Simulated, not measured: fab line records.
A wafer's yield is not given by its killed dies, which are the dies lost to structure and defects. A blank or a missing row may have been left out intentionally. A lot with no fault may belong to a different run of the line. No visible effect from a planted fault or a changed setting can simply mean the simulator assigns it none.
Tool commonality check    flow sky130    14 lots and 48 wafers in the sample

== WHAT PROMPTED THE OPENING ==
Of 14 lots, 2 have the reading VIA4_BOW flagged at SKY_VIA4_BOW_MEAS_03. Fault-free wafers read 78 um, with a standard deviation of 8.9.
Rule: a lot is flagged when every wafer of it that has a number lies more than 4 standard deviations from that mean, or none has a number. All remaining lots are regarded as sound.

lot   measured      on            VIA4_BOW (um), wafer by wafer  flag
L979  day 41 10:38  filmMetro-04  64 70 68                       
L980  day 42 00:21  filmMetro-02  74 100 79                      
L981  day 42 14:05  filmMetro-04  74 78 72                       
L983  day 43 01:31  filmMetro-04  85 79 77                       
L982  day 43 02:50  filmMetro-03  77 87 82                       
L985  day 43 17:47  filmMetro-02  59 86 75                       
L986  day 43 21:44  filmMetro-03  75 65 67                       
L987  day 44 02:51  filmMetro-03  91 81 89                       
L988  day 44 09:06  filmMetro-03  87 77 69                       
L990  day 45 03:23  filmMetro-03  148 137 151 - - -              FLAGGED
L992  day 45 08:39  filmMetro-02  148 139 120 - - -              FLAGGED
L100  day 47 15:46  filmMetro-03  89 77 73                       
L101  day 47 22:13  filmMetro-02  85 80 85                       
L102  day 48 04:57  filmMetro-03  69 63 81                       
Average over the flagged lots: 140 um; offset from the usual +62 um, equal to +7 standard deviations.

== LOT BY LOT: THE TOOL USED ==
The record holds 1 process step before the reading, out of a route of 708 steps. Every cell lists first the tool, next ch and the chambers used by the sampled wafers, and last the start.
lot   flag     SKY_VIA4_CMP_02
L979           cmp-01 ch 0,2,3, day 41 10:26
L980           cmp-01 ch 0,1,2, day 42 00:06
L981           cmp-01 ch 1,2, day 42 13:46
L983           cmp-01 ch 0,3, day 43 01:13
L982           cmp-02 ch 0,2,3, day 43 02:32
L985           cmp-02 ch 2,3, day 43 17:32
L986           cmp-02 ch 0,2, day 43 21:28
L987           cmp-02 ch 0,1, day 44 02:32
L988           cmp-01 ch 0,1, day 44 08:46
L990  FLAGGED  cmp-02 ch 1,2,3, day 45 03:06
L992  FLAGGED  cmp-01 ch 0,1,3, day 45 08:24
L100           cmp-02 ch 0,1,3, day 47 15:28
L101           cmp-01 ch 0,1,2, day 47 21:58
L102           cmp-01 ch 0,1,2, day 48 04:39
What these steps do:
- SKY_VIA4_CMP_02: polishes SiO2.
- SKY_VIA4_BOW_MEAS_03

== FLAGGED AGAINST TOTAL, ONE TOOL AT A TIME (gauges that did the reading follow at the end) ==
step                  tool          lots run  flagged  share of the flagged lots  sound lots run after its first flagged lot
SKY_VIA4_CMP_02       cmp-01        8         1        some                       2 (L101,L102)
SKY_VIA4_CMP_02       cmp-02        6         1        some                       1 (L100)
SKY_VIA4_BOW_MEAS_03  filmMetro-02  4         1        some                       1 (L101)
SKY_VIA4_BOW_MEAS_03  filmMetro-03  7         1        some                       2 (L100,L102)
SKY_VIA4_BOW_MEAS_03  filmMetro-04  3         0        none                       -

== THE TABLE: WHAT IT ALLOWS ==
No row of the table ran every flagged lot.

== WHAT HAD BEEN PUT IN BY THE SIMULATOR ==
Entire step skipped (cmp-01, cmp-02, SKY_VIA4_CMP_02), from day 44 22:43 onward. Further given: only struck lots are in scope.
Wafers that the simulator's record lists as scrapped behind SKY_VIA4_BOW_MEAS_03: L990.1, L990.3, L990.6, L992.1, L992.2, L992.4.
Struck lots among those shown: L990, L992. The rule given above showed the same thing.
